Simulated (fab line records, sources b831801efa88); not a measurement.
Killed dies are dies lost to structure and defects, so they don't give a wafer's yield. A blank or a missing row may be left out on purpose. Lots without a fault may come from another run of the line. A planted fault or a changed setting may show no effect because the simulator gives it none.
Which tool did it? | flow sky130 | 13 lots, 39 wafers sampled, at 4 steps of a route of 708

WHAT THE GAUGES READ, wafer by wafer
SKY_VIA4_BOW_MEAS_03.
lot  | measured     | on            | VIA4_BOW (um)
L794 | day 41 21:53 | film_metro-03 | 76 73 72
L795 | day 42 13:25 | film_metro-02 | 72 75 77
L797 | day 43 04:04 | film_metro-04 | 85 81 84
L798 | day 43 11:19 | film_metro-02 | 92 89 86
L799 | day 43 15:06 | film_metro-02 | 93 75 82
L800 | day 43 23:17 | film_metro-03 | 72 85 80
L801 | day 44 09:01 | film_metro-03 | 76 82 75
L803 | day 44 18:49 | film_metro-03 | 84 86 71
L804 | day 45 02:04 | film_metro-02 | 90 76 78
L805 | day 45 03:03 | film_metro-03 | 97 83 73
L806 | day 45 12:36 | film_metro-04 | 87 84 87
L809 | day 46 09:49 | film_metro-04 | 88 82 97
L817 | day 48 11:09 | film_metro-04 | 83 74 69

SKY_VIA4_THK_MEAS_20: measures by xrf.
lot  | measured     | on            | VIA4_W_THK (nm)
L794 | day 42 22:33 | film_metro-04 | 488 488 493
L795 | day 43 13:28 | film_metro-03 | 493 488 490
L797 | day 44 04:23 | film_metro-02 | 495 494 491
L798 | day 44 12:08 | film_metro-04 | 495 494 497
L799 | day 44 14:55 | film_metro-04 | 484 493 489
L800 | day 44 21:59 | film_metro-03 | 490 495 494
L801 | day 45 08:17 | film_metro-03 | 489 489 491
L803 | day 45 17:38 | film_metro-02 | 483 490 492
L804 | day 45 23:41 | film_metro-02 | 487 481 485
L805 | day 46 00:50 | film_metro-02 | 483 489 488
L806 | day 46 10:23 | film_metro-03 | 492 502 497
L809 | day 47 07:43 | film_metro-04 | 491 491 490
L817 | day 49 05:43 | film_metro-04 | 493 492 495

WHICH TOOL RAN EACH LOT (tool, then ch and the chambers of the sampled wafers, then the start)
lot  | SKY_VT_ADJUST_HVTR_STRIP_10          | SKY_VIA3_ETCH_14
L794 | plasma_asher-02 ch 0,1, day 9 10:55  | rie_diel-03 ch 1,3, day 39 16:16
L795 | plasma_asher-03 ch 0,1, day 9 20:43  | rie_diel-02 ch 0,1,2, day 40 08:52
L797 | plasma_asher-03 ch 0,1, day 10 11:08 | rie_diel-03 ch 2,3, day 41 00:43
L798 | plasma_asher-02 ch 0,1, day 10 17:17 | rie_diel-01 ch 0,3, day 41 08:31
L799 | plasma_asher-01 ch 0,1, day 11 01:49 | rie_diel-02 ch 0,1, day 41 12:40
L800 | plasma_asher-02 ch 0, day 11 09:31   | rie_diel-03 ch 0,1,2, day 41 20:34
L801 | plasma_asher-02 ch 0,1, day 11 20:47 | rie_diel-01 ch 0,1, day 42 07:07
L803 | plasma_asher-02 ch 0,1, day 12 09:49 | rie_diel-03 ch 1,2, day 42 17:25
L804 | plasma_asher-02 ch 0,1, day 12 14:01 | rie_diel-02 ch 0,2,3, day 43 01:16
L805 | plasma_asher-02 ch 0,1, day 12 21:23 | rie_diel-02 ch 0,1, day 43 02:22
L806 | plasma_asher-02 ch 0,1, day 13 05:11 | rie_diel-02 ch 0,1,2, day 43 12:13
L809 | plasma_asher-02 ch 0,1, day 14 06:35 | rie_diel-02 ch 0,1,3, day 44 10:58
L817 | plasma_asher-01 ch 0,1, day 17 03:05 | rie_diel-02 ch 1,2,3, day 46 14:37
- SKY_VT_ADJUST_HVTR_STRIP_10: strips in O2/N2.
- SKY_VIA3_ETCH_14: etches BARC in N2/H2, stops on SiO2, time 45.9 s, target depth 60 nm.

WHAT THE TOOLS THEMSELVES READ (means of the sampled wafers that have a number; where no wafer has one, the mark that the record gives instead)
SKY_VT_ADJUST_HVTR_STRIP_10.
lot  | tool            | drypump_motor_current_A (A) | oes_product_au (a.u.) | strip_time_to_endpoint_s (s)
L794 | plasma_asher-02 | 5.6                         | 0.717                 | 14.21
L795 | plasma_asher-03 | 5.4                         | 0.713                 | 14.25
L797 | plasma_asher-03 | 5.4                         | 0.714                 | 14.18
L798 | plasma_asher-02 | 5.6                         | 0.720                 | 14.18
L799 | plasma_asher-01 | 5.6                         | 0.718                 | 14.16
L800 | plasma_asher-02 | 5.9                         | 0.715                 | 14.23
L801 | plasma_asher-02 | 5.3                         | 0.716                 | 14.17
L803 | plasma_asher-02 | 5.6                         | 0.717                 | 14.20
L804 | plasma_asher-02 | 5.6                         | 0.722                 | 14.16
L805 | plasma_asher-02 | 5.3                         | 0.716                 | 14.19
L806 | plasma_asher-02 | 5.3                         | 0.713                 | 14.17
L809 | plasma_asher-02 | 5.3                         | 0.716                 | 14.18
L817 | plasma_asher-01 | 5.7                         | 0.716                 | 14.18

SKY_VIA3_ETCH_14.
lot  | tool        | drypump_motor_current_A (A) | oes_product_au (a.u.) | throttle_valve_pct (%)
L794 | rie_diel-03 | 6.0                         | 0.855                 | 13.227
L795 | rie_diel-02 | 5.8                         | 0.854                 | 13.230
L797 | rie_diel-03 | 5.5                         | 0.854                 | 13.227
L798 | rie_diel-01 | 5.8                         | 0.855                 | 13.227
L799 | rie_diel-02 | 5.9                         | 0.855                 | 13.229
L800 | rie_diel-03 | 6.2                         | 0.860                 | 13.234
L801 | rie_diel-01 | 5.5                         | 0.855                 | 13.232
L803 | rie_diel-03 | 6.1                         | 0.852                 | 13.226
L804 | rie_diel-02 | 5.9                         | 0.856                 | 13.224
L805 | rie_diel-02 | 5.9                         | 0.859                 | 13.224
L806 | rie_diel-02 | 5.8                         | 0.856                 | 13.232
L809 | rie_diel-02 | 6.0                         | 0.858                 | 13.228
L817 | rie_diel-02 | 6.0                         | 0.855                 | 13.219

THE ANSWER, worked out from the rows above alone
Rule: what is usual is taken from the lots themselves. Put in order of their means at a reading, lots are off if they are a third of the lots or fewer, leave a main group of 4 or more, and stand apart from it by a gap of 3 or more times the standard deviation of the main group's means; of several such gaps the widest counts. A main group whose means are all the same, to the digits that the tables above print for the reading, isn't used. A lot without any number at a reading at which 4 lots or more have one is off too. The other lots that the step has rows for count as sound. The gauges are gone through in route order, then the tools' own readings, and for those a lot's mean is taken as printed above. The first step at which some lot is off is used, and at that step the reading that is off furthest; a lot without a number counts as furthest.
No lot is off at any reading shown: from this, nothing can be told.

WHAT THE SIMULATOR HAD PUT IN
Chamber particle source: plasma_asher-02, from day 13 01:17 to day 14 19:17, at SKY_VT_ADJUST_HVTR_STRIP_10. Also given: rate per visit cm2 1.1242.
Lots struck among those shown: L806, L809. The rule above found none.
